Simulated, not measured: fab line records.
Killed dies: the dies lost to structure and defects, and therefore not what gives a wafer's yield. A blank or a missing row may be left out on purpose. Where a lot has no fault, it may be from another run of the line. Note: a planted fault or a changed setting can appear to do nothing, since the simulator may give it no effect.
2 desks looking at one fault ; flow sky130 ; only its own numbers are on each desk; what lay behind them is given at the end

## FROM THE METROLOGY DESK
What the gauges read for every lot (on any tool): the sampled wafers with a number, averaged. Marked OUT: a lot whose mean sits more than 4 standard deviations from the usual mean, which makes it out of limits; the brackets give that distance.
Columns: A = CAP2M_TIN_RS at SKY_CAP2M_RS_MEAS_03, usual 6.97 ohm/sq; B = CAP2M_TIN_THK at SKY_CAP2M_THK_MEAS_04, usual 197.8 nm
lot;first seen here;A;B
L450;day 39 17:30;7.00;195.7
L451;day 39 20:44;6.98;197.7
L453;day 40 12:54;6.88;200.1
L454;day 40 20:37;7.02;197.4
L455;day 41 07:19;7.01;197.4
L456;day 41 10:32;6.88;199.6
L457;day 41 20:38;7.06;195.6
L459;day 42 06:31;7.03;196.0
L465;day 43 20:34;7.54 (+5.8) OUT;184.2 (-5.2) OUT
L467;day 44 09:40;7.37 (+4.0) OUT;188.0
L469;day 44 23:44;7.20;192.1
L472;day 45 17:19;6.87;200.4
L473;day 46 22:39;6.97;197.8
This desk's result: L465, L467 out of limits, first on L465 (CAP2M_TIN_RS at SKY_CAP2M_RS_MEAS_03), day 43 20:34. In limits: L450, L451, L453, L454, L455, L456, L457, L459, L469, L472, L473.

## FOR THE TOOL OWNER'S DESK: pvd-sputter-03
The tool's own readings at SKY_CAP2M_SPUTTER_02 (material TiN, target thk 200 nm, time 166.7 s): means of the sampled wafers that have a number, for each lot that ran on this tool. Marked OUT: a lot whose mean sits more than 4 standard deviations from the usual mean, which makes it out of limits; the brackets give that distance.
Columns: A = throttle-valve-pct at SKY_CAP2M_SPUTTER_02, usual 30.0 %
lot;first seen here;A
L450;day 39 17:21;30.2
L453;day 40 12:47;30.2
L454;day 40 20:30;29.9
L455;day 41 07:13;30.1
L465;day 43 20:27;30.1
L467;day 44 09:31;30.0
L469;day 44 23:38;30.2
Finding of this desk: none of the 7 lots has anything out of limits.

## TAKEN TOGETHER
The metrology desk could have raised an alarm at day 43 20:34, on L465, L467.
The desk of the tool owner found nothing out of limits.
Tool owner's desk: L465, L467 on record, inside its limits.
SKY_CAP2M_SPUTTER_02 was run on pvd-sputter-03 by each of the lots named.

## WHAT THE SIMULATOR PUT IN
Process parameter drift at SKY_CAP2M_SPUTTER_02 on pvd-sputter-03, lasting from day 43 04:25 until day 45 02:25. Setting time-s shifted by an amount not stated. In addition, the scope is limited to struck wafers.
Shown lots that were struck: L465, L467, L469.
Hours from the fault's start to each desk's first reading out of limits: the metrology desk, 16.
